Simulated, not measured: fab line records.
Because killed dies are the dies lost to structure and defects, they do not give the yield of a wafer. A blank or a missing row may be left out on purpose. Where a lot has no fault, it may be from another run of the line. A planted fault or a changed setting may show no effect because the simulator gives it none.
A lot that was struck, set against a sound lot || flow sky130 || 42 steps out of a route of 708
Sound: these wafers, L303.1, L303.3, L303.5. Struck: wafer L319.5 (left out: L319.3, L319.6 of the same lot, which were not struck); the cause appears at the end.
For every step that has rows: the tool of each side, followed by ch and its chambers, followed by its first start. Under that, the readings that differ: sound wafers || struck wafers || difference of the means || sigmas: that difference in standard deviations of wafers without a fault.
alike: readings whose means differ by less than 2 such deviations, and words and numbers that are the same on both sides. not compared: withheld readings, readings that some wafer has no value for, bounds like >300 that may hide the same value, and numbers for which the record gives no deviation and whose values overlap.
Wherever a step has rows on one side only, a row that says differs or no value, or a row with sigmas, the two part there. Non-overlapping numbers with no deviation appear without sigmas and do not part them. A reading missing from all wafers of one side parts the sides only when that side holds two or more wafers.

SKY_POLY_CUT_ETCH_10: etches BARC in N2/H2, stops on SiO2, time 45.9 s, target depth 60 nm.
  sound on rie-diel-01 ch 0,2,3, day 25 16:50; struck on rie-diel-03 ch 0, day 31 07:08
  alike: drypump-motor-current-A, oes-product-au, throttle-valve-pct
  not compared: rf-hours-counter-h
then, 1 step without rows for these wafers: SKY_POLY_CUT_ETCH_11 (etches Si3N4 in CF4/CH2F2/Ar, stops on poly-Si, time 42.5 s, target depth 60 nm).
SKY_POLY_CUT_STRIP_12: strips in O2/N2.
  sound on plasma-asher-01 ch 1, day 25 16:55; struck on plasma-asher-04 ch 0, day 31 07:16
  alike: drypump-motor-current-A, o2-flow-sccm, oes-product-au, strip-time-to-endpoint-s
  not compared: rf-hours-counter-h
then, 7 steps without rows for these wafers: SKY_SD_P_DEHYDRATE_00 (time 60 s); SKY_SD_P_HMDS_01 (prime time 60 s); SKY_SD_P_COAT_02 (resist thk 1140 nm); SKY_SD_P_SOFTBAKE_03 (time 60 s); SKY_SD_P_EXPOSE_04 (exposes mask PSDM, target cd 380 nm); SKY_SD_P_PEB_05; SKY_SD_P_DEVELOP_06 (develop time 60 s).
SKY_SD_P_CD_MEAS_07 targets a cd of 380 nm.
  struck on cd-sem-01, day 32 10:44; sound on cd-sem-02, day 26 21:54
  alike: cd-nm
SKY_SD_P_OVL_MEAS_08:
  struck on overlay-02, day 32 10:50; sound on overlay-02, day 26 22:01
  alike: SD_P_OVL
SKY_SD_P_IMPLANT_09:
  sound on implanter-01 ch 0, day 26 22:04; struck on implanter-01 ch 0, day 32 10:55
  alike: beam-on-s
SKY_SD_P_STRIP_10: strips in O2/N2.
  sound on plasma-asher-02 ch 0,1, day 26 22:13; struck on plasma-asher-02 ch 1, day 32 11:02
{"reading": "strip-time-to-endpoint-s (s)", "sound": "17.60 17.60 17.53", "struck": 17.44, "difference": -0.14, "sigmas": -4}
  alike: drypump-motor-current-A, o2-flow-sccm, oes-product-au
  not compared: rf-hours-counter-h
SKY_SD_P_TW_MEAS_11:
  struck on film-metro-02, day 32 11:08; sound on film-metro-03, day 26 22:19
{"reading": "SD_P_TW", "sound": "2896 2895 2890", "struck": 2784, "difference": -110, "sigmas": -4}
then, 8 steps without rows for these wafers: SKY_RES_XHIGH_DEHYDRATE_00 (time 60 s); SKY_RES_XHIGH_HMDS_01 (prime time 60 s); SKY_RES_XHIGH_COAT_02 (resist thk 1140 nm); SKY_RES_XHIGH_SOFTBAKE_03 (time 60 s); SKY_RES_XHIGH_EXPOSE_04 (exposes mask URPM, target cd 1270 nm); SKY_RES_XHIGH_PEB_05; SKY_RES_XHIGH_DEVELOP_06 (develop time 60 s); SKY_RES_XHIGH_IMPLANT_07.
SKY_RES_XHIGH_STRIP_08: strips in O2/N2.
  sound on plasma-asher-04 ch 0,1, day 28 03:26; struck on plasma-asher-01 ch 1, day 33 13:28
  alike: drypump-motor-current-A, o2-flow-sccm, oes-product-au, strip-time-to-endpoint-s
  not compared: rf-hours-counter-h
SKY_RES_XHIGH_TW_MEAS_09:
  struck on film-metro-04, day 33 13:33; sound on film-metro-02, day 28 03:32
  alike: RES_XHIGH_TW
then, 7 steps without rows for these wafers: SKY_SD_N_DEHYDRATE_00 (time 60 s); SKY_SD_N_HMDS_01 (prime time 60 s); SKY_SD_N_COAT_02 (resist thk 1140 nm); SKY_SD_N_SOFTBAKE_03 (time 60 s); SKY_SD_N_EXPOSE_04 (exposes mask NSDM, target cd 380 nm); SKY_SD_N_PEB_05; SKY_SD_N_DEVELOP_06 (develop time 60 s).
SKY_SD_N_CD_MEAS_07 targets a cd of 380 nm.
  struck on cd-sem-02, day 34 16:04; sound on cd-sem-01, day 29 07:53
  alike: cd-nm
SKY_SD_N_OVL_MEAS_08:
  struck on overlay-02, day 34 16:10; sound on overlay-02, day 29 08:00
  alike: SD_N_OVL
then, 2 steps without rows for these wafers: SKY_SD_N_IMPLANT_09; SKY_SD_N_IMPLANT_10.
SKY_SD_N_STRIP_11: strips in O2/N2.
  sound on plasma-asher-04 ch 0,1, day 29 08:20; struck on plasma-asher-02 ch 1, day 34 16:31
  alike: drypump-motor-current-A, o2-flow-sccm, oes-product-au, strip-time-to-endpoint-s
  not compared: rf-hours-counter-h
SKY_SD_N_TW_MEAS_12:
  struck on film-metro-03, day 34 16:37; sound on film-metro-02, day 29 08:26
{"reading": "SD_N_TW", "sound": "3959 3947 3927", "struck": 4028, "difference": "+84", "sigmas": "+2"}
then, 2 steps without rows for these wafers: SKY_SD_N_CLEAN_13 (cleans in SC1/SC2, time 150 s); SKY_SD_N_RTA_14 (time 2 s).
SKY_SD_N_RS_MEAS_16: a four-point-probe measurement.
  struck on film-metro-04, day 34 16:55; sound on film-metro-04, day 29 08:43
  alike: SD_N_RS
-- a jump in the record: the struck wafers' starts before and after are 16 days apart (it breaks off in module SD_N and resumes in module PAD_OPEN, where the first step shown is number 708 of the route) --
SKY_PAD_OPEN_PROBE_99:
  struck on prober-01, day 50 10:42; sound on prober-01, day 46 21:53
{"reading": "killed-at-front-end", "sound": "12 17 24", "struck": 8, "difference": -10, "sigmas": -2}
{"reading": "killed-at-other", "sound": "0 0 0", "struck": 1, "difference": "+1", "sigmas": "+2"}
{"reading": "model.etest.res-high-po.rs-ohm-sq-range", "sound": "13.96 12.2 12.31", "struck": 41.09, "difference": "+28.27", "sigmas": ""}
{"reading": "model.etest.res-pdiff.rs-ohm-sq-range", "sound": "9.233 7.851 6.887", "struck": 12.87, "difference": "+4.88", "sigmas": ""}
  alike: killed_at_M0_to_M3, killed_at_M4_up, killed-at-contacts, killed-dies, killed-open, killed-short

WHERE THEY PART
Earliest at SKY_SD_P_STRIP_10; latest, in this record, at SKY_PAD_OPEN_PROBE_99.

WHY: what had been put in by the simulator
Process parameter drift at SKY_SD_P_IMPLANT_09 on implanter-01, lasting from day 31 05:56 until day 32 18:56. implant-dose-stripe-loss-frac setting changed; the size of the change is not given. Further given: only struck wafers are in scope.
